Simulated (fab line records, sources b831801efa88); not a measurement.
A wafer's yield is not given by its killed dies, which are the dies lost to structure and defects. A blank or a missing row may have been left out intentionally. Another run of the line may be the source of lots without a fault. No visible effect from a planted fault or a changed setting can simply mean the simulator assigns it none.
fab line records + flow sfq_line
record:
- lots: 14
- wafers: 42
- last_day: 96
route steps=325 shown M3@129 I3@134 M4@160 JJ@191
lots untouched by any fault: they come from a run of this same line in which no faults occurred
start_h: hours from the record's opening day to when the first of the lot's shown wafers began + wait_h: time in hours since the lot's previous step + " identical to the entry in the row above + L1.1+2: several wafers, shown together as one row + - no value, or no start was given + * or withheld: withheld + < > ~ a bound
route shown NAME@n: names a module that has steps shown in the file, with the first one's number in the route + usual: the fault-free wafers' mean and standard deviation + same: alike in all rows + chamber/n: place in a boat + sites: per-site readings + _std_site: their standard deviation + _edge_site: inner sites' mean taken away from outer sites' mean + radius_mm: how far each site lies from the wafer's centre + mask NAME#n: copy n + behind: the most recent tool/chamber to have shaped the wafer + hold: why the lot went on hold/how many hours it stayed there/how the hold came to an end + device: whichever transistor did not switch (one of n, p or np) + end of line: tests run on the same wafers once the route is complete + a step given without rows: its recipe and nothing more + killed: dies lost to structure and defects at the first sort, not the wafer's yield + map: the dies of a wafer, with x for killed, . for not killed, _ for no die there
set.NAME: the run value of the setting; set.NAME@STEP: its run value at that earlier step + model.NAME: the simulator's own value behind a step, which no gauge read
steps of the route over a sample of lots; a table a step, a row a wafer
services: the hour from which a tool's chamber was out of use, counted from the record's first day as start_h (under 0 if before that day), plus the number of hours and why
== steps ==
step: SFQ_TRILAYER_M3_BARC_OPEN_METAL_ETCH_100
recipe:
- mask_material: PR
- chemistry: O2
- target_depth_nm: 125
- target: BARC
- icp_w: 600
- bias_w: 80
- pressure_mtorr: 10
- time_s: 41.7
usual:
- drypump_motor_current_A: 5.9/0.33
- oes_product_au: 0.685/0.0047
- rf_fwd_power_W: 592.0/2.8
| lot.wafer | tool         | chamber | start_h | wait_h | drypump_motor_current_A | oes_product_au | rf_fwd_power_W | rf_hours_counter_h |
|-----------|--------------|---------|---------|--------|-------------------------|----------------|----------------|--------------------|
| L823.1    | rie_metal-01 | 0       | 1028.69 | 0.0    | 5.7                     | 0.682          | 586.3          | 58                 |
| L823.5    | "            | 0       | "       | "      | 5.6                     | 0.688          | 586.1          | -                  |
| L823.6    | "            | 1       | "       | "      | 5.9                     | 0.678          | 592.4          | -                  |
| L825.1    | rie_metal-04 | 0       | 1053.51 | 0.0    | 5.7                     | 0.681          | 594.4          | 115                |
| L825.2    | "            | 1       | "       | "      | 6.4                     | 0.690          | 595.5          | 82                 |
| L825.5    | "            | 0       | "       | "      | 5.7                     | 0.685          | 594.4          | -                  |
| L827.1    | rie_metal-01 | 0       | 1071.60 | 0.0    | 5.6                     | 0.690          | 589.8          | 66                 |
| L827.4    | "            | 0       | "       | "      | 5.6                     | 0.685          | 587.2          | -                  |
| L827.6    | "            | 1       | "       | "      | 5.9                     | 0.685          | 597.0          | -                  |
| L829.1    | rie_metal-02 | 0       | 1095.42 | 0.0    | 5.5                     | 0.680          | 592.3          | 85                 |
| L829.5    | "            | 1       | "       | "      | 6.0                     | 0.691          | 587.4          | -                  |
| L829.6    | "            | 0       | "       | "      | 5.5                     | 0.679          | 592.7          | -                  |
| L830.4    | rie_metal-04 | 1       | 1101.50 | 0.1    | 6.3                     | 0.679          | 593.4          | -                  |
| L830.5    | "            | 1       | "       | "      | 6.3                     | 0.688          | 596.3          | -                  |
| L830.6    | "            | 1       | "       | "      | 6.3                     | 0.683          | 593.1          | -                  |
| L835.1    | rie_metal-04 | 1       | 1136.14 | 0.0    | 6.4                     | 0.680          | 593.2          | 96                 |
| L835.2    | "            | 0       | "       | "      | 5.7                     | 0.691          | 593.1          | 3                  |
| L835.4    | "            | 0       | "       | "      | 5.7                     | 0.685          | 591.3          | -                  |
| L836.4    | rie_metal-04 | 1       | 1276.62 | 0.1    | 6.4                     | 0.679          | 590.4          | -                  |
| L836.5    | "            | 1       | "       | "      | 6.4                     | 0.692          | 589.1          | -                  |
| L836.6    | "            | 1       | "       | "      | 6.4                     | 0.688          | 593.4          | -                  |
| L837.1    | rie_metal-01 | 1       | 1278.96 | 0.0    | 5.9                     | 0.688          | 593.2          | 6                  |
| L837.4    | "            | 0       | "       | "      | 5.6                     | 0.694          | 589.7          | -                  |
| L837.5    | "            | 0       | "       | "      | 5.7                     | 0.693          | 587.5          | -                  |
| L839.1    | rie_metal-02 | 1       | 1312.81 | 0.0    | 6.0                     | 0.686          | 587.0          | 81                 |
| L839.2    | "            | 0       | "       | "      | 5.5                     | 0.691          | 594.0          | 113                |
| L839.6    | "            | 1       | "       | "      | 6.0                     | 0.687          | 588.7          | -                  |
| L841.1    | rie_metal-02 | 1       | 1338.01 | 0.0    | 6.0                     | 0.684          | 588.2          | 85                 |
| L841.3    | "            | 1       | "       | "      | 6.0                     | 0.680          | 590.9          | -                  |
| L841.6    | "            | 0       | "       | "      | 5.5                     | 0.693          | 594.0          | -                  |
| L842.3    | rie_metal-02 | 1       | 1346.56 | 0.0    | 6.0                     | 0.681          | 591.9          | -                  |
| L842.5    | "            | 0       | "       | "      | 5.4                     | 0.687          | 593.6          | -                  |
| L842.6    | "            | 1       | "       | "      | 6.0                     | 0.688          | 590.4          | -                  |
| L843.2    | rie_metal-02 | 1       | 1353.76 | 0.0    | 6.0                     | 0.680          | 590.5          | -                  |
| L843.4    | "            | 1       | "       | "      | 6.0                     | 0.674          | 591.3          | -                  |
| L843.6    | "            | 1       | "       | "      | 6.0                     | 0.683          | 588.6          | -                  |
| L844.4    | rie_metal-04 | 0       | 1362.28 | 0.0    | 5.7                     | 0.688          | 593.7          | -                  |
| L844.5    | "            | 1       | "       | "      | 6.4                     | 0.683          | 593.0          | -                  |
| L844.6    | "            | 0       | "       | "      | 5.7                     | 0.678          | 593.7          | -                  |
| L845.2    | rie_metal-01 | 1       | 1370.66 | 0.0    | 5.9                     | 0.686          | 594.9          | 15                 |
| L845.5    | "            | 1       | "       | "      | 5.9                     | 0.692          | 592.2          | -                  |
| L845.6    | "            | 0       | "       | "      | 5.6                     | 0.689          | 586.2          | -                  |
step: SFQ_TRILAYER_I3_CMP_CMP_082
recipe:
- material: SiO2
- down_force_psi: 3
- platen_rpm: 60
- pad_velocity_m_s: 0.94248
usual:
- edge_zone_pressure_frac: 0.999/0.0053
- motor_current_A: 10.3/0.97
- slurry_filter_dp_kPa: 13.49/0.14
- time_to_endpoint_s: 218/7.1
| lot.wafer | tool   | chamber | start_h | wait_h | edge_zone_pressure_frac | motor_current_A | slurry_filter_dp_kPa | time_to_endpoint_s |
|-----------|--------|---------|---------|--------|-------------------------|-----------------|----------------------|--------------------|
| L823.1    | cmp-01 | 1       | 1031.81 | 1.4    | 1.001                   | 10.0            | 13.42                | 214                |
| L823.5    | "      | 3       | 1032.81 | 2.4    | 1.003                   | 10.2            | 13.52                | 229                |
| L823.6    | "      | 0       | "       | "      | 0.998                   | 9.9             | 13.45                | 224                |
| L825.1    | cmp-02 | 0       | 1059.83 | 5.3    | 1.001                   | 9.2             | 13.53                | 213                |
| L825.2    | "      | 1       | "       | "      | 0.998                   | 11.8            | 13.42                | 208                |
| L825.5    | "      | 3       | 1061.33 | 6.8    | 0.988                   | 9.6             | 13.66                | 209                |
| L827.1    | cmp-01 | 2       | 1078.63 | 6.0    | 1.004                   | 11.0            | 13.47                | 219                |
| L827.4    | "      | 1       | 1080.13 | 7.5    | 1.007                   | 9.6             | 13.61                | 225                |
| L827.6    | "      | 2       | "       | "      | 1.002                   | 10.6            | 13.62                | 216                |
| L829.1    | cmp-01 | 2       | 1100.63 | 4.2    | 1.006                   | 10.4            | 13.40                | 215                |
| L829.6    | "      | 2       | 1102.63 | 6.2    | 0.999                   | 10.9            | 13.55                | 212                |
| L829.5    | "      | 3       | "       | "      | 0.998                   | 10.0            | 13.42                | 214                |
| L830.4    | cmp-01 | 1       | 1105.13 | 1.9    | 1.005                   | 9.7             | 13.72                | 227                |
| L830.5    | "      | 2       | "       | "      | 1.000                   | 10.5            | 13.61                | 230                |
| L830.6    | "      | 3       | "       | "      | 1.006                   | 10.4            | 13.17                | 222                |
| L835.2    | cmp-02 | 0       | 1142.06 | 4.5    | 1.001                   | 8.6             | 13.45                | 219                |
| L835.1    | "      | 1       | "       | "      | 0.987                   | 12.0            | 13.54                | 227                |
| L835.4    | "      | 2       | "       | "      | 0.998                   | 11.2            | 13.41                | 226                |
| L837.4    | cmp-01 | 2       | 1281.00 | 1.0    | 1.010                   | 11.1            | 13.64                | 230                |
| L837.1    | "      | 3       | "       | "      | 0.993                   | 10.4            | 13.40                | 222                |
| L837.5    | "      | 0       | "       | "      | 1.006                   | 9.7             | 13.36                | 224                |
| L836.4    | cmp-01 | 1       | 1287.19 | 1.0    | 1.000                   | 9.6             | 13.39                | 231                |
| L836.6    | "      | 3       | 1288.19 | 2.0    | 1.008                   | 9.4             | 13.40                | 228                |
| L836.5    | "      | 0       | "       | "      | 0.994                   | 9.6             | 13.53                | 231                |
| L839.1    | cmp-02 | 1       | 1313.89 | 0.1    | 1.003                   | 12.3            | 13.53                | 203                |
| L839.2    | "      | 3       | 1314.89 | 1.1    | 0.998                   | 9.5             | 13.51                | 204                |
| L839.6    | "      | 2       | 1316.39 | 2.5    | 1.000                   | 11.7            | 13.48                | 212                |
| L841.1    | cmp-01 | 3       | 1339.05 | 0.0    | 1.006                   | 10.1            | 13.42                | 222                |
| L841.3    | "      | 2       | 1340.55 | 1.5    | 1.010                   | 11.0            | 13.75                | 228                |
| L841.6    | "      | 3       | "       | "      | 1.005                   | 10.1            | 13.68                | 232                |
| L842.3    | cmp-02 | 3       | 1348.08 | 0.5    | 0.998                   | 9.1             | 13.65                | 214                |
| L842.5    | "      | 2       | 1349.58 | 2.0    | 0.995                   | 11.6            | 13.26                | 224                |
| L842.6    | "      | 3       | "       | "      | 0.995                   | 9.2             | 13.42                | 219                |
| L843.2    | cmp-02 | 1       | 1355.58 | 0.0    | 0.999                   | 11.5            | 13.41                | 215                |
| L843.4    | "      | 2       | "       | "      | 0.993                   | 11.7            | 13.64                | 219                |
| L843.6    | "      | 1       | 1357.58 | 2.0    | 0.998                   | 11.7            | 13.22                | 220                |
| L844.4    | cmp-01 | 3       | 1364.48 | 1.2    | 0.995                   | 10.6            | 13.29                | 208                |
| L844.5    | "      | 1       | 1365.48 | 2.2    | 0.996                   | 9.7             | 13.52                | 219                |
| L844.6    | "      | 2       | "       | "      | 1.008                   | 10.5            | 13.50                | 220                |
| L845.2    | cmp-02 | 1       | 1373.48 | 1.8    | 1.008                   | 12.0            | 13.66                | 212                |
| L845.5    | "      | 3       | 1374.48 | 2.8    | 0.998                   | 10.0            | 13.58                | 225                |
| L845.6    | "      | 0       | "       | "      | 0.999                   | 8.7             | 13.60                | 223                |
step: SFQ_TRILAYER_M4_ETCH_METAL_ETCH_096
recipe:
- target: Nb
- stop_on: SiO2
- mask_material: PR
- chemistry: Cl2/Ar
- target_depth_nm: 240
- icp_w: 600
- bias_w: 80
- pressure_mtorr: 10
- time_s: 120
usual:
- drypump_motor_current_A: 6.0/0.31
- oes_product_au: 0.894/0.0067
- rf_fwd_power_W: 597.4/1.8
| lot.wafer | tool         | chamber | start_h | wait_h | drypump_motor_current_A | oes_product_au | rf_fwd_power_W | rf_hours_counter_h |
|-----------|--------------|---------|---------|--------|-------------------------|----------------|----------------|--------------------|
| L823.1    | rie_metal-02 | 0       | 1042.90 | 0.0    | 5.5                     | 0.895          | 596.8          | 76                 |
| L823.5    | "            | 0       | "       | "      | 5.5                     | 0.888          | 595.1          | -                  |
| L823.6    | "            | 1       | "       | "      | 6.0                     | 0.889          | 598.5          | -                  |
| L825.1    | rie_metal-04 | 1       | 1212.56 | 0.0    | 6.4                     | 0.897          | 595.2          | 105                |
| L825.2    | "            | 0       | "       | "      | 5.7                     | 0.897          | 598.2          | 15                 |
| L825.5    | "            | 1       | "       | "      | 6.4                     | 0.892          | 598.8          | -                  |
| L827.1    | rie_metal-02 | 1       | 1228.98 | 0.0    | 6.0                     | 0.892          | 595.3          | 70                 |
| L827.4    | "            | 0       | "       | "      | 5.5                     | 0.895          | 596.7          | -                  |
| L827.6    | "            | 1       | "       | "      | 6.0                     | 0.891          | 597.2          | -                  |
| L829.1    | rie_metal-03 | 0       | 1381.65 | 0.0    | 6.4                     | 0.898          | 599.2          | 120                |
| L829.5    | "            | 0       | "       | "      | 6.4                     | 0.889          | 600.4          | -                  |
| L829.6    | "            | 1       | "       | "      | 5.8                     | 0.887          | 597.5          | -                  |
| L830.4    | rie_metal-04 | 0       | 1384.09 | 0.1    | 5.7                     | 0.891          | 599.8          | -                  |
| L830.5    | "            | 1       | "       | "      | 6.3                     | 0.885          | 596.6          | -                  |
| L830.6    | "            | 0       | "       | "      | 5.7                     | 0.893          | 600.1          | -                  |
| L835.1    | rie_metal-03 | 1       | 1416.67 | 0.1    | 5.8                     | 0.903          | 694.3          | 79                 |
| L835.2    | "            | 1       | "       | "      | 5.8                     | 0.893          | 691.9          | -                  |
| L835.4    | "            | 1       | "       | "      | 5.8                     | 0.903          | 693.9          | -                  |
| L837.1    | rie_metal-03 | 1       | 1423.83 | 0.1    | 5.8                     | 0.897          | 691.7          | 81                 |
| L837.4    | "            | 1       | "       | "      | 5.8                     | 0.887          | 694.7          | -                  |
| L837.5    | "            | 1       | "       | "      | 5.8                     | 0.885          | 692.7          | -                  |
| L836.4    | rie_metal-04 | 1       | 1428.14 | 0.1    | 6.4                     | 0.904          | 598.0          | -                  |
| L836.5    | "            | 1       | "       | "      | 6.4                     | 0.887          | 598.7          | -                  |
| L836.6    | "            | 0       | "       | "      | 5.7                     | 0.887          | 601.9          | -                  |
| L839.1    | rie_metal-02 | 0       | 1455.41 | 0.0    | 5.5                     | 0.888          | 598.6          | 12                 |
| L839.2    | "            | 1       | "       | "      | 6.0                     | 0.891          | 593.8          | 104                |
| L839.6    | "            | 0       | "       | "      | 5.5                     | 0.887          | 596.2          | -                  |
| L841.1    | rie_metal-03 | 0       | 1483.14 | 0.0    | 6.4                     | 0.893          | 597.7          | 6                  |
| L841.3    | "            | 1       | "       | "      | 5.8                     | 0.903          | 596.7          | -                  |
| L841.6    | "            | 1       | "       | "      | 5.8                     | 0.893          | 595.1          | -                  |
| L842.3    | rie_metal-03 | 0       | 1490.11 | 0.1    | 6.3                     | 0.901          | 597.8          | -                  |
| L842.5    | "            | 0       | "       | "      | 6.3                     | 0.899          | 596.5          | -                  |
| L842.6    | "            | 1       | "       | "      | 5.8                     | 0.888          | 596.2          | -                  |
| L843.2    | rie_metal-03 | 0       | 1497.27 | 0.0    | 6.3                     | 0.902          | 598.8          | 8                  |
| L843.4    | "            | 0       | "       | "      | 6.3                     | 0.898          | 601.0          | -                  |
| L843.6    | "            | 0       | "       | "      | 6.3                     | 0.895          | 599.4          | -                  |
| L844.4    | rie_metal-03 | 0       | 1502.11 | 0.1    | 6.3                     | 0.886          | 597.2          | -                  |
| L844.5    | "            | 0       | "       | "      | 6.3                     | 0.890          | 596.6          | -                  |
| L844.6    | "            | 1       | "       | "      | 5.8                     | 0.889          | 599.4          | -                  |
| L845.2    | rie_metal-03 | 0       | 1509.27 | 0.0    | 6.3                     | 0.886          | 596.9          | 11                 |
| L845.5    | "            | 0       | "       | "      | 6.3                     | 0.885          | 594.9          | -                  |
| L845.6    | "            | 1       | "       | "      | 5.8                     | 0.886          | 600.6          | -                  |
step: SFQ_JJ_OVL_MEAS_931
usual:
- J5_OVL: -1/4.7
| lot.wafer | tool       | chamber | start_h | wait_h | J5_OVL[nm] |
|-----------|------------|---------|---------|--------|------------|
| L823.1    | overlay-01 | -       | 1208.86 | 0.1    | -3         |
| L823.5    | "          | -       | "       | "      | 4          |
| L823.6    | "          | -       | "       | "      | -10        |
| L825.1    | overlay-01 | -       | 1226.36 | 0.1    | -7         |
| L825.2    | "          | -       | "       | "      | -2         |
| L825.5    | "          | -       | "       | "      | -3         |
| L827.1    | overlay-02 | -       | 1242.80 | 0.1    | -4         |
| L827.4    | "          | -       | "       | "      | -8         |
| L827.6    | "          | -       | "       | "      | -7         |
| L829.1    | overlay-01 | -       | 1405.01 | 0.1    | 2          |
| L829.5    | "          | -       | "       | "      | 2          |
| L829.6    | "          | -       | "       | "      | 1          |
| L830.4    | overlay-01 | -       | 1408.63 | 0.1    | -5         |
| L830.5    | "          | -       | "       | "      | 6          |
| L830.6    | "          | -       | "       | "      | 8          |
| L835.1    | overlay-01 | -       | 1550.56 | 0.1    | -3         |
| L835.2    | "          | -       | "       | "      | -4         |
| L835.4    | "          | -       | "       | "      | -2         |
| L837.1    | overlay-01 | -       | 1565.27 | 0.1    | -2         |
| L837.4    | "          | -       | "       | "      | -2         |
| L837.5    | "          | -       | "       | "      | -1         |
| L836.4    | overlay-01 | -       | 1570.27 | 0.1    | 3          |
| L836.5    | "          | -       | "       | "      | 5          |
| L836.6    | "          | -       | "       | "      | 5          |
| L839.1    | overlay-01 | -       | 1589.35 | 0.1    | 0          |
| L839.2    | "          | -       | "       | "      | -1         |
| L839.6    | "          | -       | "       | "      | -1         |
| L841.1    | overlay-01 | -       | 1625.42 | 0.1    | -1         |
| L841.3    | "          | -       | "       | "      | 5          |
| L841.6    | "          | -       | "       | "      | -2         |
| L842.3    | overlay-02 | -       | 1635.04 | 0.1    | 5          |
| L842.5    | "          | -       | "       | "      | 7          |
| L842.6    | "          | -       | "       | "      | 5          |
| L843.2    | overlay-02 | -       | 1648.83 | 0.1    | 0          |
| L843.4    | "          | -       | "       | "      | 11         |
| L843.6    | "          | -       | "       | "      | 2          |
| L844.4    | overlay-02 | -       | 1656.00 | 0.1    | 0          |
| L844.5    | "          | -       | "       | "      | 5          |
| L844.6    | "          | -       | "       | "      | -1         |
| L845.2    | overlay-01 | -       | 1658.23 | 0.1    | -1         |
| L845.5    | "          | -       | "       | "      | -3         |
| L845.6    | "          | -       | "       | "      | 3          |
== services ==
| tool         | chamber | start_h | hours | kind   |
|--------------|---------|---------|-------|--------|
| cmp-02       | -       | 1005.30 | 3.9   | repair |
| cmp-01       | -       | 1005.55 | 3.5   | repair |
| rie_metal-03 | -       | 1047.43 | 14.0  | repair |
| cmp-01       | -       | 1059.62 | 10.0  | repair |
| cmp-02       | -       | 1072.80 | 0.6   | repair |
| cmp-02       | -       | 1074.82 | 1.1   | repair |
| cmp-01       | -       | 1087.63 | 4.0   | pm     |
| cmp-02       | -       | 1091.83 | 3.9   | pm     |
| cmp-01       | -       | 1097.90 | 1.4   | repair |
| cmp-01       | -       | 1131.10 | 10.9  | repair |
| cmp-01       | -       | 1152.66 | 0.2   | repair |
| rie_metal-03 | 0       | 1185.84 | 1.7   | repair |
| rie_metal-03 | -       | 1190.64 | 2.8   | pm     |
| rie_metal-03 | -       | 1244.11 | 5.7   | repair |
| rie_metal-04 | 1       | 1249.74 | 12.6  | repair |
| cmp-01       | -       | 1250.48 | 4.0   | pm     |
| cmp-01       | -       | 1255.09 | 0.8   | repair |
| rie_metal-04 | -       | 1315.15 | 28.1  | pm     |
| rie_metal-02 | -       | 1361.70 | 2.8   | pm     |
| rie_metal-03 | -       | 1379.84 | 1.4   | pm     |
| cmp-01       | -       | 1428.37 | 4.0   | pm     |
| cmp-01       | -       | 1456.64 | 2.1   | repair |
| cmp-01       | -       | 1462.37 | 10.1  | pm     |
| cmp-01       | -       | 1490.55 | 2.5   | repair |
== key ==
first_sign:
- step: SFQ_TRILAYER_M4_ETCH_METAL_ETCH_096
- reading: rf_fwd_power_W
- direction: up
- sigmas: 53
- usual: 597.4
- struck: 693.2
effect none on later readings
met_at SFQ_TRILAYER_M4_ETCH_METAL_ETCH_096
struck_lots L835,L837
not_acting_at SFQ_TRILAYER_M3_BARC_OPEN_METAL_ETCH_100,SFQ_TRILAYER_I3_CMP_CMP_082,SFQ_JJ_OVL_MEAS_931
onset_between 1381.65 1416.67
fault:
- kind: process_parameter_drift
- tool: rie_metal-03
- chamber: -
- onset_h: 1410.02
- steps: SFQ_TRILAYER_M4_ETCH_METAL_ETCH_096
- channel: icp_w
- offset: 96
- shape: step
- end_h: 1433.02
- acts_in: these_recipes_only
- stated: 600
